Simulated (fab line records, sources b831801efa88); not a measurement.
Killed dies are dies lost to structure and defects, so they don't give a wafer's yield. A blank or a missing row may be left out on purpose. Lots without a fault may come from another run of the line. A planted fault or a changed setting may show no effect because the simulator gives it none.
Which tool did it? | flow sky130 | 7 lots, 21 wafers sampled, at 2 steps of a route of 708

WHAT THE GAUGES READ, wafer by wafer
SKY_NWELL_RS_MEAS_29: measures by four-point-probe.
lot  | measured     | on            | NWELL_RS (ohm/sq)
L852 | day 5 21:16  | film_metro-01 | 624.6 625.2 621.9
L855 | day 6 14:14  | film_metro-01 | 623.8 623.5 625.0
L858 | day 7 06:35  | film_metro-04 | 624.5 622.9 624.8
L860 | day 7 20:41  | film_metro-01 | 624.7 624.3 623.7
L868 | day 9 20:55  | film_metro-01 | 631.8 629.7 630.7
L871 | day 10 13:31 | film_metro-01 | 627.2 628.0 625.8
L873 | day 11 06:19 | film_metro-01 | 627.6 626.8 627.0

WHICH TOOL RAN EACH LOT (tool, then ch and the chambers of the sampled wafers, then the start)
lot  | SKY_NWELL_IMPLANT_13
L852 | implanter-02 ch 0, day 5 02:50
L855 | implanter-03 ch 0, day 5 18:02
L858 | implanter-02 ch 0, day 6 09:40
L860 | implanter-02 ch 0, day 6 23:38
L868 | implanter-02 ch 0, day 8 22:41
L871 | implanter-04 ch 0, day 9 14:29
L873 | implanter-03 ch 0, day 10 07:17
- SKY_NWELL_IMPLANT_13

THE ANSWER, worked out from the rows above alone
Rule: what is usual is taken from the lots themselves. Put in order of their means at a reading, lots are off if they are a third of the lots or fewer, leave a main group of 4 or more, and stand apart from it by a gap of 3 or more times the standard deviation of the main group's means; of several such gaps the widest counts. A main group whose means are all the same, to the digits that the tables above print for the reading, isn't used. A lot without any number at a reading at which 4 lots or more have one is off too. The other lots that the step has rows for count as sound.
No lot is off at any reading shown: from this, nothing can be told.

WHAT THE SIMULATOR HAD PUT IN
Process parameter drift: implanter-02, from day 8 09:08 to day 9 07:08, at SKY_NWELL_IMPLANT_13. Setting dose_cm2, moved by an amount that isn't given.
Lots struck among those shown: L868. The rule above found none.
